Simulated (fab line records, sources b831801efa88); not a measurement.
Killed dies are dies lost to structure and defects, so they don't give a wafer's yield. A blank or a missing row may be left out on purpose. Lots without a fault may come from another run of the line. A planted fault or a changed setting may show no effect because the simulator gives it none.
A struck lot beside a sound one | flow sky130 | 20 steps out of a route of 708
Sound: wafers L243.4, L243.5, L243.6. Struck: wafers L254.4, L254.5, L254.6. The cause comes at the end.
At each step with rows: each side's tool, then ch and its chambers, then its first start. Under that, the readings that differ: sound wafers | struck wafers | difference of the means | sigmas: that difference in standard deviations of wafers without a fault.
alike: readings whose means differ by less than 2 such deviations, and words and numbers that are the same on both sides. not compared: withheld readings, readings that some wafer has no value for, bounds like >300 that may hide the same value, and numbers for which the record gives no deviation and whose values overlap.
The two part at a step that has a row with sigmas, a row that says differs or no value, or rows on one side only. Numbers that don't overlap but have no deviation are shown without sigmas and don't part them. A reading that every wafer of one side lacks parts them only if that side has two wafers or more.

SKY_FIELD_ISO_BOW_MEAS_00:
  sound on film_metro-03, day 1 10:04; struck on film_metro-02, day 3 17:05
  alike: INCOMING_BOW
then, 1 step without rows for these wafers: SKY_FIELD_ISO_OXIDATION_01 (stabilise 600 s, purge 300 s, target thk 12 nm).
SKY_FIELD_ISO_THK_MEAS_02:
  sound on film_metro-02, day 1 11:40; struck on film_metro-03, day 3 20:00
  alike: FIELD_ISO_OXIDATION_00_THK
then, 1 step without rows for these wafers: SKY_FIELD_ISO_CVD_03 (deposits Si3N4 from DCS/NH3, target thk 165 nm, time 2830 s).
SKY_FIELD_ISO_THK_MEAS_04:
  sound on film_metro-02, day 1 13:31; struck on film_metro-03, day 3 21:51
  reading                   | sound             | struck            | difference | sigmas
  FIELD_ISO_CVD_03_THK (nm) | 165.0 163.9 163.5 | 167.4 167.4 168.2 | +3.5       | +2
then, 5 steps without rows for these wafers: SKY_FIELD_ISO_DEHYDRATE_05 (time 60 s); SKY_FIELD_ISO_HMDS_06 (prime time 60 s); SKY_FIELD_ISO_COAT_07 (resist thk 60 nm); SKY_FIELD_ISO_COAT_08 (resist thk 450 nm); SKY_FIELD_ISO_SOFTBAKE_09 (time 90 s).
SKY_FIELD_ISO_EXPOSE_10: exposes mask FOM, target cd 150 nm.
  sound on krf_scanner-01 ch 0, day 1 20:26; struck on krf_scanner-02 ch 0, day 4 04:56
  reading              | sound                | struck               | difference | sigmas
  exposure_dose_mJ_cm2 | 28.024 28.025 28.018 | 27.821 27.870 27.873 | -0.168     | -6
  alike: mask, focus_offset_nm
then, 2 steps without rows for these wafers: SKY_FIELD_ISO_PEB_11; SKY_FIELD_ISO_DEVELOP_12 (develop time 60 s).
SKY_FIELD_ISO_CD_MEAS_13: target cd 150 nm.
  sound on cd_sem-02, day 2 03:16; struck on cd_sem-02, day 4 13:31
  reading    | sound             | struck            | difference | sigmas
  cd_nm (nm) | 151.6 152.0 152.5 | 143.7 150.4 149.5 | -4.2       | -3
SKY_FIELD_ISO_ETCH_14: etches BARC in N2/H2, stops on SiO2, time 45.9 s, target depth 60 nm.
  sound on rie_diel-04 ch 0,2,3, day 2 03:21; struck on rie_diel-01 ch 2,3, day 4 13:35
  reading                    | sound           | struck            | difference | sigmas
  model.FIELD_ISO.cd_nm (nm) | 152 152.1 152.2 | 144.6 151.1 150.4 | -3.4       |
  alike: drypump_motor_current_A, h2_flow_sccm, oes_product_au, throttle_valve_pct
  not compared: rf_hours_counter_h
SKY_FIELD_ISO_ETCH_15: etches the open film in CHF3/O2, stops on Si, target depth 180 nm, time 72 s.
  sound on rie_diel-04 ch 0,2,3, day 2 03:24; struck on rie_diel-01 ch 2,3, day 4 13:37
  alike: drypump_motor_current_A, oes_product_au, throttle_valve_pct
  not compared: rf_hours_counter_h
SKY_FIELD_ISO_STRIP_16: strips in O2/N2.
  sound on plasma_asher-02 ch 0,1, day 2 03:28; struck on plasma_asher-02 ch 0,1, day 4 13:43
  alike: drypump_motor_current_A, oes_product_au, strip_time_to_endpoint_s
  not compared: rf_hours_counter_h
SKY_FIELD_ISO_ETCH_17: etches Si in HBr/Cl2/O2, target depth 342 nm, time 97.7 s.
  sound on rie_si-01 ch 0,2,3, day 2 03:32; struck on rie_si-02 ch 0,3, day 4 13:47
  alike: drypump_motor_current_A, oes_product_au, throttle_valve_pct
  not compared: rf_hours_counter_h, model.FIELD_ISO.cd_nm
then, 1 step without rows for these wafers: SKY_FIELD_ISO_WET_ETCH_18 (etches Si3N4 in H3PO4, target depth 25 nm, time 286 s).
-- the record jumps here: 44 days lie between the struck wafers' starts before and after (it left off in module FIELD_ISO and takes up again in module PAD_OPEN, whose first step shown is number 708 of the route) --
SKY_PAD_OPEN_PROBE_99:
  sound on prober-02, day 45 13:50; struck on prober-01, day 48 05:26
  reading                             | sound             | struck          | difference | sigmas
  model.etest.res_pdiff.line_ohm_um   | 1364 1359 1344    | 1439 1368 1368  | +36        |
  model.etest.res_ndiff.width_nm (nm) | 159.3 158.3 158.3 | 152 158.2 157.7 | -3         |
  alike: killed_at_M0_to_M3, killed_at_M4_up, killed_at_contacts, killed_at_front_end, killed_at_other, killed_dies, killed_on_rim, killed_open, killed_short
  not compared: model.etest.res_ndiff.line_ohm_um, model.etest.res_pdiff.width_nm

WHERE THEY PART
First at SKY_FIELD_ISO_THK_MEAS_04; last, within this record, at SKY_FIELD_ISO_CD_MEAS_13. Later steps at which nothing parts them and some readings are alike: SKY_FIELD_ISO_ETCH_14, SKY_FIELD_ISO_ETCH_15, SKY_FIELD_ISO_STRIP_16, SKY_FIELD_ISO_ETCH_17, SKY_PAD_OPEN_PROBE_99.

WHY: what the simulator had put in
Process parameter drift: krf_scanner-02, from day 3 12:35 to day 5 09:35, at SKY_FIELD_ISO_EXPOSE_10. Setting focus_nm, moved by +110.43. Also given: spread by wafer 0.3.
